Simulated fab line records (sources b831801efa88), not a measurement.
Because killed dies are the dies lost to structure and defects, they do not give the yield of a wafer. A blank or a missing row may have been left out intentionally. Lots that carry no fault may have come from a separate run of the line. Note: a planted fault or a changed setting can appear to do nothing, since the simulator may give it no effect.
fab line records	flow sky130	part 1 of 2: steps 1 to 23 of 31
record: lots: 5	wafers: 15	lastDay: 49
route steps=708 shown LDD_LDN@290 SPACER@304 POLY_CUT@307 SD_P@320
lots that met no fault: taken from a fault-free run of the same line
startH: hours from the record's first day to the start of the lot's first wafer shown	waitH: hours from the lot's prior step to this one	" identical to the entry in the row above	L1.1+2: a single row standing in for several wafers	- value missing, or start not given	* or withheld: withheld	< > ~ a bound
route shown NAME@n: NAME is a module with steps in the file, n the number in the route of the first one	usual: mean/standard deviation taken from wafers without a fault	same: alike in all rows	chamber/n: place in a boat	sites: per-site readings	_std_site: standard deviation across them	_edge_site: mean of outer sites minus mean of inner sites	radiusMm: how far each site lies from the wafer's centre	mask NAME#n: copy n	behind: tool/chamber where the wafer was last shaped	hold: the reason the lot was held/the length of the hold in hours/how it ended	device: whichever transistor did not switch (one of n, p or np)	end of line: the same wafers' tests at the end of the route	for a step that has no rows: nothing shown but its recipe	killed: count of dies lost to structure and defects at first sort (not the wafer's yield)	map: a wafer's dies, marking killed ones x, the rest . and places with no die _
set.NAME: setting as actually run; set.NAME@STEP: the setting as run at that earlier step	model.NAME: the simulator's own value behind a step, which no gauge read
lots at selected steps of the route; one table per step, one row per wafer
services: the hour from which a tool's chamber was out of use, counted from the record's first day as startH (under 0 if before that day), plus the number of hours and why
== steps ==
step: SKY_LDD_LDN_HMDS_01
recipe: primeTimeS: 60	primeTempC: 120
usual: chillPlateTempC: 22.99/0.09	exhaustPa: 45.0/0.89
lot.wafer	tool	chamber	startH	waitH	chillPlateTempC	exhaustPa
L078.1	lithoTrack-01	0	564.75	0.1	22.97	44.2
L078.3	"	0	"	"	23.06	43.8
L078.4	"	0	"	"	22.95	45.0
L077.1	lithoTrack-04	0	567.56	0.1	22.96	45.6
L077.2	"	0	"	"	23.05	45.5
L077.6	"	0	"	"	23.12	44.7
L082.2	lithoTrack-01	0	586.02	0.1	22.93	46.3
L082.3	"	0	"	"	23.00	45.4
L082.6	"	0	"	"	22.96	47.8
L087.1	lithoTrack-02	0	618.92	0.1	22.98	43.8
L087.3	"	0	"	"	22.89	44.1
L087.6	"	0	"	"	23.06	43.4
L093.1	lithoTrack-02	0	672.57	0.1	23.00	46.1
L093.4	"	0	"	"	23.01	44.7
L093.5	"	0	"	"	22.87	47.0
step: SKY_LDD_LDN_COAT_02
recipe: resist: NOVOLAK	spinRpm: 3000	resistThkNm: 1140
usual: chillPlateTempC: 23.00/0.11	exhaustPa: 45.1/0.95
lot.wafer	tool	chamber	startH	waitH	chillPlateTempC	exhaustPa
L078.1	lithoTrack-01	0	564.90	0.1	22.96	44.3
L078.3	"	0	"	"	22.86	45.9
L078.4	"	0	"	"	22.94	46.4
L077.1	lithoTrack-04	0	567.71	0.1	22.77	45.7
L077.2	"	0	"	"	23.04	45.3
L077.6	"	0	"	"	23.01	44.8
L082.2	lithoTrack-01	0	586.17	0.1	23.01	44.4
L082.3	"	0	"	"	23.09	45.2
L082.6	"	0	"	"	23.20	43.1
L087.1	lithoTrack-02	0	619.07	0.1	23.01	44.7
L087.3	"	0	"	"	23.10	43.7
L087.6	"	0	"	"	23.02	45.0
L093.1	lithoTrack-02	0	672.72	0.1	23.10	45.2
L093.4	"	0	"	"	23.06	45.9
L093.5	"	0	"	"	23.14	44.6
step: SKY_LDD_LDN_SOFTBAKE_03
recipe: tempC: 90	timeS: 60	resist: NOVOLAK
usual: chillPlateTempC: 23.01/0.1	exhaustPa: 45.0/0.86
lot.wafer	tool	chamber	startH	waitH	chillPlateTempC	exhaustPa
L078.1	lithoTrack-01	0	565.05	0.1	23.21	46.5
L078.3	"	0	"	"	23.04	45.4
L078.4	"	0	"	"	22.90	45.5
L077.1	lithoTrack-04	0	567.86	0.1	23.00	45.8
L077.2	"	0	"	"	22.95	44.9
L077.6	"	0	"	"	22.94	44.8
L082.2	lithoTrack-01	0	586.32	0.1	23.13	44.7
L082.3	"	0	"	"	23.14	45.4
L082.6	"	0	"	"	23.09	43.2
L087.1	lithoTrack-02	0	619.22	0.1	23.01	44.9
L087.3	"	0	"	"	22.93	43.7
L087.6	"	0	"	"	22.84	44.0
L093.1	lithoTrack-02	0	672.87	0.1	23.22	45.8
L093.4	"	0	"	"	23.06	44.5
L093.5	"	0	"	"	23.05	43.9
step: SKY_LDD_LDN_EXPOSE_04
recipe: maskId: LDNTM	na: 0.6	sourceShape: conventional	sigmaOuter: 0.6	polarization: unpolarized	targetCdNm: 700	doseMj: 140
same: na: 0.6
lot.wafer	tool	chamber	startH	waitH	mask
L078.1+3+4	ilineStepper-02	0	-	-	LDNTM#0
L077.1+2+6	ilineStepper-01	0	-	-	LDNTM#0
L082.2+3+6	ilineStepper-02	0	-	-	LDNTM#0
L087.1+3+6	ilineStepper-01	0	-	-	LDNTM#0
L093.1+4+5	ilineStepper-01	0	-	-	LDNTM#0
step: SKY_LDD_LDN_PEB_05
recipe: tempC: withheld	timeS: *	resist: NOVOLAK
usual: chillPlateTempC: *	exhaustPa: 44.8/0.86
lot.wafer	tool	chamber	startH	waitH	chillPlateTempC	exhaustPa
L078.1	lithoTrack-04	0	-	-	*	45.0
L078.3	"	0	"	"	*	44.5
L078.4	"	0	"	"	*	46.3
L077.1	lithoTrack-01	0	-	-	*	44.7
L077.2	"	0	"	"	*	44.2
L077.6	"	0	"	"	*	44.9
L082.2	lithoTrack-02	0	-	-	*	45.7
L082.3	"	0	"	"	*	45.2
L082.6	"	0	"	"	*	45.3
L087.1	lithoTrack-02	0	-	-	*	46.9
L087.3	"	0	"	"	*	46.2
L087.6	"	0	"	"	*	45.2
L093.1	lithoTrack-02	0	-	-	*	42.8
L093.4	"	0	"	"	*	42.8
L093.5	"	0	"	"	*	43.5
step: SKY_LDD_LDN_DEVELOP_06
recipe: resist: NOVOLAK	developer: TMAH	developTimeS: 60	devTempC: 23
usual: chillPlateTempC: 22.99/0.093	exhaustPa: 45.1/0.87
lot.wafer	tool	chamber	startH	waitH	chillPlateTempC	exhaustPa
L078.1	lithoTrack-04	0	578.91	0.1	23.06	45.9
L078.3	"	0	"	"	22.77	44.6
L078.4	"	0	"	"	23.07	44.8
L077.1	lithoTrack-01	0	580.70	0.1	22.99	44.2
L077.2	"	0	"	"	23.04	43.9
L077.6	"	0	"	"	23.06	43.6
L082.2	lithoTrack-02	0	602.55	0.1	22.91	47.1
L082.3	"	0	"	"	23.00	46.0
L082.6	"	0	"	"	22.96	45.3
L087.1	lithoTrack-02	0	634.67	0.1	22.98	45.5
L087.3	"	0	"	"	23.08	45.2
L087.6	"	0	"	"	22.97	47.0
L093.1	lithoTrack-02	0	687.12	0.1	23.08	45.5
L093.4	"	0	"	"	23.15	45.2
L093.5	"	0	"	"	23.24	45.3
step: SKY_LDD_LDN_OVL_MEAS_07
usual: LDD_LDN_OVL: 0.0/1.2
lot.wafer	tool	chamber	startH	waitH	LDD_LDN_OVL[nm]
L078.1	overlay-02	-	579.06	0.1	-1.0
L078.3	"	-	"	"	-1.1
L078.4	"	-	"	"	-1.3
L077.1	overlay-02	-	580.85	0.1	1.9
L077.2	"	-	"	"	2.0
L077.6	"	-	"	"	1.8
L082.2	overlay-01	-	602.68	0.1	-0.8
L082.3	"	-	"	"	0.7
L082.6	"	-	"	"	0.0
L087.1	overlay-02	-	634.82	0.1	0.4
L087.3	"	-	"	"	-1.6
L087.6	"	-	"	"	-0.6
L093.1	overlay-02	-	687.27	0.1	-2.3
L093.4	"	-	"	"	-0.5
L093.5	"	-	"	"	-0.3
step: SKY_LDD_LDN_IMPLANT_08
recipe: species: As	energyKev: 15	doseCm2: 1.25e+13	tiltDeg: withheld	rotationDeg: 23
usual: beamEnergyKeV: 15.001/0.0042
lot.wafer	tool	chamber	startH	waitH	beamEnergyKeV
L078.1	implanter-03	0	579.10	0.0	15.001
L078.3	"	0	"	"	15.001
L078.4	"	0	"	"	14.996
L077.1	implanter-01	0	580.89	0.0	14.997
L077.2	"	0	"	"	15.004
L077.6	"	0	"	"	15.008
L082.2	implanter-03	0	602.73	0.0	15.005
L082.3	"	0	"	"	14.996
L082.6	"	0	"	"	15.002
L087.1	implanter-01	0	634.86	0.0	15.007
L087.3	"	0	"	"	14.998
L087.6	"	0	"	"	15.003
L093.1	implanter-02	0	687.31	0.0	14.998
L093.4	"	0	"	"	14.998
L093.5	"	0	"	"	15.000
step: SKY_LDD_LDN_IMPLANT_09
recipe: species: As	energyKev: 15	doseCm2: 1.25e+13	tiltDeg: withheld	rotationDeg: 113
usual: beamEnergyKeV: 15.001/0.0045
lot.wafer	tool	chamber	startH	waitH	beamEnergyKeV
L078.1	implanter-03	0	579.25	0.1	14.999
L078.3	"	0	"	"	15.006
L078.4	"	0	"	"	15.009
L077.1	implanter-01	0	581.04	0.1	15.006
L077.2	"	0	"	"	15.004
L077.6	"	0	"	"	15.008
L082.2	implanter-03	0	602.88	0.1	15.005
L082.3	"	0	"	"	15.004
L082.6	"	0	"	"	15.003
L087.1	implanter-01	0	635.01	0.1	15.011
L087.3	"	0	"	"	15.010
L087.6	"	0	"	"	15.006
L093.1	implanter-02	0	687.46	0.1	14.996
L093.4	"	0	"	"	15.003
L093.5	"	0	"	"	15.005
step: SKY_LDD_LDN_IMPLANT_10
recipe: species: As	energyKev: 15	doseCm2: 1.25e+13	tiltDeg: withheld	rotationDeg: 203
usual: beamEnergyKeV: 15.000/0.0048
lot.wafer	tool	chamber	startH	waitH	beamEnergyKeV
L078.1	implanter-03	0	579.40	0.1	15.000
L078.3	"	0	"	"	15.000
L078.4	"	0	"	"	15.000
L077.1	implanter-01	0	581.19	0.1	15.002
L077.2	"	0	"	"	15.006
L077.6	"	0	"	"	14.995
L082.2	implanter-03	0	603.03	0.1	15.001
L082.3	"	0	"	"	15.006
L082.6	"	0	"	"	14.990
L087.1	implanter-01	0	635.16	0.1	14.994
L087.3	"	0	"	"	14.992
L087.6	"	0	"	"	15.000
L093.1	implanter-02	0	687.61	0.1	15.001
L093.4	"	0	"	"	15.008
L093.5	"	0	"	"	15.011
step: SKY_LDD_LDN_IMPLANT_11
recipe: species: As	energyKev: 15	doseCm2: 1.25e+13	tiltDeg: withheld	rotationDeg: 293
usual: beamEnergyKeV: 15.000/0.0045
lot.wafer	tool	chamber	startH	waitH	beamEnergyKeV
L078.1	implanter-03	0	579.55	0.1	14.993
L078.3	"	0	"	"	14.999
L078.4	"	0	"	"	15.005
L077.1	implanter-01	0	581.34	0.1	14.991
L077.2	"	0	"	"	14.993
L077.6	"	0	"	"	14.995
L082.2	implanter-03	0	603.18	0.1	14.992
L082.3	"	0	"	"	14.997
L082.6	"	0	"	"	15.003
L087.1	implanter-01	0	635.31	0.1	15.009
L087.3	"	0	"	"	14.997
L087.6	"	0	"	"	15.002
L093.1	implanter-02	0	687.76	0.1	15.006
L093.4	"	0	"	"	15.001
L093.5	"	0	"	"	15.001
step: SKY_LDD_LDN_STRIP_12
recipe: chemistry: O2/N2	powerW: 1400	pressureMtorr: 1500	platenTempC: withheld	o2FlowSccm: 3000	n2FlowSccm: 300	overashFraction: 0.5
usual: drypumpMotorCurrentA: 5.8/0.48	oesProductAu: 0.716/0.0045	stripTimeToEndpointS: 14.18/0.04
lot.wafer	tool	chamber	startH	waitH	drypumpMotorCurrentA	oesProductAu	rfHoursCounterH	stripTimeToEndpointS
L078.1	plasmaAsher-03	0	579.70	0.1	6.1	0.713	88	14.15
L078.3	"	1	"	"	5.8	0.729	-	14.20
L078.4	"	0	"	"	6.1	0.725	-	14.21
L077.1	plasmaAsher-01	0	581.49	0.1	6.0	0.720	49	14.21
L077.2	"	1	"	"	5.4	0.709	49	14.20
L077.6	"	1	"	"	5.3	0.709	-	14.17
L082.2	plasmaAsher-01	1	603.31	0.1	5.3	0.720	51	14.13
L082.3	"	0	"	"	6.0	0.717	-	14.15
L082.6	"	1	"	"	5.4	0.709	-	14.17
L087.1	plasmaAsher-01	1	635.46	0.1	5.3	0.714	54	14.24
L087.3	"	1	"	"	5.3	0.717	-	14.20
L087.6	"	0	"	"	6.0	0.707	-	14.26
L093.1	plasmaAsher-03	1	687.91	0.1	5.8	0.721	98	14.18
L093.4	"	0	"	"	6.1	0.713	-	14.16
L093.5	"	0	"	"	6.2	0.717	-	14.16
step: SKY_LDD_LDN_TW_MEAS_13
usual: LDD_LDN_TW: 1482/8.4
lot.wafer	tool	chamber	startH	waitH	LDD_LDN_TW
L078.1	filmMetro-02	-	579.81	0.1	1483
L078.3	"	-	"	"	1480
L078.4	"	-	"	"	1482
L077.1	filmMetro-04	-	581.59	0.1	1488
L077.2	"	-	"	"	1486
L077.6	"	-	"	"	1479
L082.2	filmMetro-04	-	603.42	0.1	1489
L082.3	"	-	"	"	1481
L082.6	"	-	"	"	1488
L087.1	filmMetro-04	-	635.56	0.1	1494
L087.3	"	-	"	"	1491
L087.6	"	-	"	"	1497
L093.1	filmMetro-02	-	688.01	0.1	1485
L093.4	"	-	"	"	1484
L093.5	"	-	"	"	1474
step: SKY_LDD_LDN_CLEAN_14
recipe: chemistry: SC1/SC2	mix: 1:4:20	tempC: 70	timeS: 150	dry: n2Spin
usual: bathGuardTempC: 69.9/0.41
lot.wafer	tool	chamber	startH	waitH	bathGuardTempC
L078.1	wetBench-03	1	579.87	0.1	69.9
L078.3	"	1	"	"	69.6
L078.4	"	1	"	"	69.8
L077.1	wetBench-03	3	581.65	0.1	69.5
L077.2	"	3	"	"	69.6
L077.6	"	3	"	"	69.5
L082.2	wetBench-04	3	603.47	0.0	70.9
L082.3	"	3	"	"	70.5
L082.6	"	3	"	"	70.7
L087.1	wetBench-02	0	635.62	0.1	69.5
L087.3	"	0	"	"	69.4
L087.6	"	0	"	"	69.6
L093.1	wetBench-02	3	688.07	0.1	69.8
L093.4	"	3	"	"	69.8
L093.5	"	3	"	"	69.3
step: SKY_SPACER_CVD_00
recipe: material: Si3N4	precursor: DCS/NH3	targetThkNm: 43.1	tempC: 770	timeS: 740	pressureMtorr: 250
usual: zonePowerBottomPct: 22/4.2	zonePowerTopPct: 27.7/2.4
lot.wafer	tool	chamber	startH	waitH	zonePowerBottomPct	zonePowerTopPct
L078.1	lpcvd-02	0	579.92	0.0	28	31.3
L078.3	"	0	"	"	28	30.8
L078.4	"	0	"	"	28	31.2
L077.1	lpcvd-02	1	582.62	0.9	19	26.0
L077.2	"	1	"	"	19	26.0
L077.6	"	1	"	"	19	25.8
L082.2	lpcvd-02	1	605.65	2.1	19	25.8
L082.3	"	1	"	"	19	25.9
L082.6	"	1	"	"	19	25.9
L087.1	lpcvd-02	1	635.67	0.0	19	26.4
L087.3	"	1	"	"	19	26.2
L087.6	"	1	"	"	19	25.9
L093.1	lpcvd-02	1	688.12	0.0	19	26.3
L093.4	"	1	"	"	19	26.2
L093.5	"	1	"	"	19	26.1
step: SKY_SPACER_THK_MEAS_01
recipe: reads: Si3N4_of_SPACER_CVD_00
usual: SPACER_CVD_00_THK: 43.23/0.29
lot.wafer	tool	chamber	startH	waitH	SPACER_CVD_00_THK[nm]
L078.1	filmMetro-02	-	581.12	0.0	43.25
L078.3	"	-	"	"	42.93
L078.4	"	-	"	"	43.01
L077.1	filmMetro-01	-	583.82	0.0	43.03
L077.2	"	-	"	"	42.54
L077.6	"	-	"	"	43.30
L082.2	filmMetro-03	-	606.86	0.0	43.23
L082.3	"	-	"	"	43.88
L082.6	"	-	"	"	43.10
L087.1	filmMetro-02	-	637.48	0.0	43.50
L087.3	"	-	"	"	43.64
L087.6	"	-	"	"	43.64
L093.1	filmMetro-03	-	689.32	0.0	43.76
L093.4	"	-	"	"	43.80
L093.5	"	-	"	"	44.06
step: SKY_SPACER_ETCHBACK_02
recipe: chemistry: CH3F/O2	target: Si3N4	stopOn: SiO2	sourceW: 400	biasW: 80	pressureMtorr: 25	ch3fFlowSccm: 40	O2_flow_sccm: 30	timeS: 46.7	targetDepthA: 450
usual: drypumpMotorCurrentA: 5.6/0.46	oesProductAu: 0.856/0.0058	throttleValvePct: 10.563/0.0087
lot.wafer	tool	chamber	startH	waitH	drypumpMotorCurrentA	oesProductAu	rfHoursCounterH	throttleValvePct
L078.1	rieDiel-04	2	581.18	0.1	6.2	0.854	9	10.559
L078.3	"	1	"	"	5.2	0.859	6	10.560
L078.4	"	0	"	"	5.5	0.854	4	10.559
L077.1	rieDiel-02	0	583.88	0.1	5.1	0.847	9	10.564
L077.2	"	1	"	"	5.3	0.847	1	10.546
L077.6	"	1	"	"	5.3	0.863	-	10.576
L082.2	rieDiel-01	1	606.91	0.0	5.9	0.857	50	10.556
L082.3	"	0	"	"	6.6	0.863	30	10.574
L082.6	"	3	"	"	5.1	0.867	-	10.565
L087.1	rieDiel-02	0	637.54	0.1	5.1	0.856	10	10.575
L087.3	"	3	"	"	5.1	0.857	24	10.571
L087.6	"	2	"	"	5.8	0.861	-	10.551
L093.1	rieDiel-02	1	689.38	0.1	5.3	0.857	3	10.547
L093.4	"	0	"	"	5.1	0.862	11	10.566
L093.5	"	3	"	"	5.2	0.868	-	10.586
step: SKY_POLY_CUT_DEHYDRATE_00
recipe: tempC: 200	timeS: 60
usual: chillPlateTempC: 23.00/0.1	exhaustPa: 45.0/0.9
lot.wafer	tool	chamber	startH	waitH	chillPlateTempC	exhaustPa
L078.1	lithoTrack-01	0	596.00	14.8	23.08	44.3
L078.3	"	0	"	"	23.02	44.8
L078.4	"	0	"	"	22.88	46.6
L077.1	lithoTrack-03	0	599.42	15.5	23.03	43.7
L077.2	"	0	"	"	22.88	44.2
L077.6	"	0	"	"	22.97	44.3
L082.2	lithoTrack-03	0	619.04	12.1	22.92	44.8
L082.3	"	0	"	"	23.18	44.8
L082.6	"	0	"	"	23.11	44.6
L087.1	lithoTrack-04	0	650.81	13.3	22.98	45.2
L087.3	"	0	"	"	23.09	44.0
L087.6	"	0	"	"	22.97	44.8
L093.1	lithoTrack-04	0	701.71	12.3	23.02	45.2
L093.4	"	0	"	"	22.99	45.7
L093.5	"	0	"	"	23.11	45.0
step: SKY_POLY_CUT_HMDS_01
recipe: primeTimeS: 60	primeTempC: 120
usual: chillPlateTempC: 23.04/0.11	exhaustPa: 45.0/0.95
lot.wafer	tool	chamber	startH	waitH	chillPlateTempC	exhaustPa
L078.1	lithoTrack-01	0	596.15	0.1	22.95	45.1
L078.3	"	0	"	"	23.10	44.1
L078.4	"	0	"	"	23.08	44.4
L077.1	lithoTrack-03	0	599.57	0.1	22.97	43.8
L077.2	"	0	"	"	22.95	42.5
L077.6	"	0	"	"	22.79	43.0
L082.2	lithoTrack-03	0	619.19	0.1	23.11	46.1
L082.3	"	0	"	"	23.09	44.8
L082.6	"	0	"	"	23.12	45.5
L087.1	lithoTrack-04	0	650.96	0.1	22.97	45.9
L087.3	"	0	"	"	22.96	47.2
L087.6	"	0	"	"	22.95	46.5
L093.1	lithoTrack-04	0	701.86	0.1	23.15	42.9
L093.4	"	0	"	"	23.08	43.6
L093.5	"	0	"	"	23.30	45.6
step: SKY_POLY_CUT_COAT_02
recipe: resist: BARC	tempC: withheld	timeS: withheld	spinRpm: 3000	resistThkNm: 60
usual: chillPlateTempC: *	exhaustPa: 45.0/0.85
lot.wafer	tool	chamber	startH	waitH	chillPlateTempC	exhaustPa
L078.1	lithoTrack-01	0	596.30	0.1	*	46.7
L078.3	"	0	"	"	*	42.8
L078.4	"	0	"	"	*	44.1
L077.1	lithoTrack-03	0	599.72	0.1	*	44.0
L077.2	"	0	"	"	*	44.8
L077.6	"	0	"	"	*	45.0
L082.2	lithoTrack-03	0	619.34	0.1	*	44.4
L082.3	"	0	"	"	*	45.0
L082.6	"	0	"	"	*	44.6
L087.1	lithoTrack-04	0	651.11	0.1	*	43.8
L087.3	"	0	"	"	*	44.5
L087.6	"	0	"	"	*	45.5
L093.1	lithoTrack-04	0	702.01	0.1	*	45.0
L093.4	"	0	"	"	*	44.2
L093.5	"	0	"	"	*	44.7
step: SKY_POLY_CUT_COAT_03
recipe: resist: KrF-thick	spinRpm: 3000	resistThkNm: 450
usual: chillPlateTempC: 22.99/0.11	exhaustPa: 45.0/0.94
lot.wafer	tool	chamber	startH	waitH	chillPlateTempC	exhaustPa
L078.1	lithoTrack-01	0	-	-	23.11	44.3
L078.3	"	0	"	"	23.09	45.2
L078.4	"	0	"	"	23.12	45.4
L077.1	lithoTrack-03	0	-	-	23.07	44.2
L077.2	"	0	"	"	22.90	42.8
L077.6	"	0	"	"	22.83	44.6
L082.2	lithoTrack-03	0	-	-	22.92	45.4
L082.3	"	0	"	"	22.94	44.9
L082.6	"	0	"	"	22.73	45.0
L087.1	lithoTrack-04	0	-	-	22.89	45.2
L087.3	"	0	"	"	22.95	45.3
L087.6	"	0	"	"	23.06	45.8
L093.1	lithoTrack-04	0	-	-	22.98	44.4
L093.4	"	0	"	"	22.85	43.2
L093.5	"	0	"	"	23.13	43.2
step: SKY_POLY_CUT_SOFTBAKE_04
recipe: tempC: 100	timeS: 90	resist: KrF-thick
usual: chillPlateTempC: 23.00/0.13	exhaustPa: 45.0/0.96
lot.wafer	tool	chamber	startH	waitH	chillPlateTempC	exhaustPa
L078.1	lithoTrack-01	0	-	-	22.98	44.1
L078.3	"	0	"	"	23.04	44.0
L078.4	"	0	"	"	23.03	45.4
L077.1	lithoTrack-03	0	-	-	22.92	44.2
L077.2	"	0	"	"	23.02	43.8
L077.6	"	0	"	"	22.96	44.3
L082.2	lithoTrack-03	0	-	-	23.09	45.5
L082.3	"	0	"	"	23.21	44.0
L082.6	"	0	"	"	23.08	43.8
L087.1	lithoTrack-04	0	-	-	23.02	46.4
L087.3	"	0	"	"	23.21	45.0
L087.6	"	0	"	"	23.11	46.3
L093.1	lithoTrack-04	0	-	-	23.29	44.2
L093.4	"	0	"	"	23.17	44.7
L093.5	"	0	"	"	23.13	45.0
step: SKY_POLY_CUT_EXPOSE_05
recipe: maskId: NPCM	na: 0.8	sourceShape: annular	sigmaInner: 0.55	sigmaOuter: 0.85	targetCdNm: 270	doseMj: 32
same: na: 0.8
lot.wafer	tool	chamber	startH	waitH	mask
L078.1+3+4	krfScanner-02	0	-	-	NPCM#0
L077.1+2+6	krfScanner-02	0	-	-	NPCM#0
L082.2+3+6	krfScanner-02	0	-	-	NPCM#0
L087.1+3+6	krfScanner-02	0	-	-	NPCM#0
L093.1+4+5	krfScanner-02	0	-	-	NPCM#0
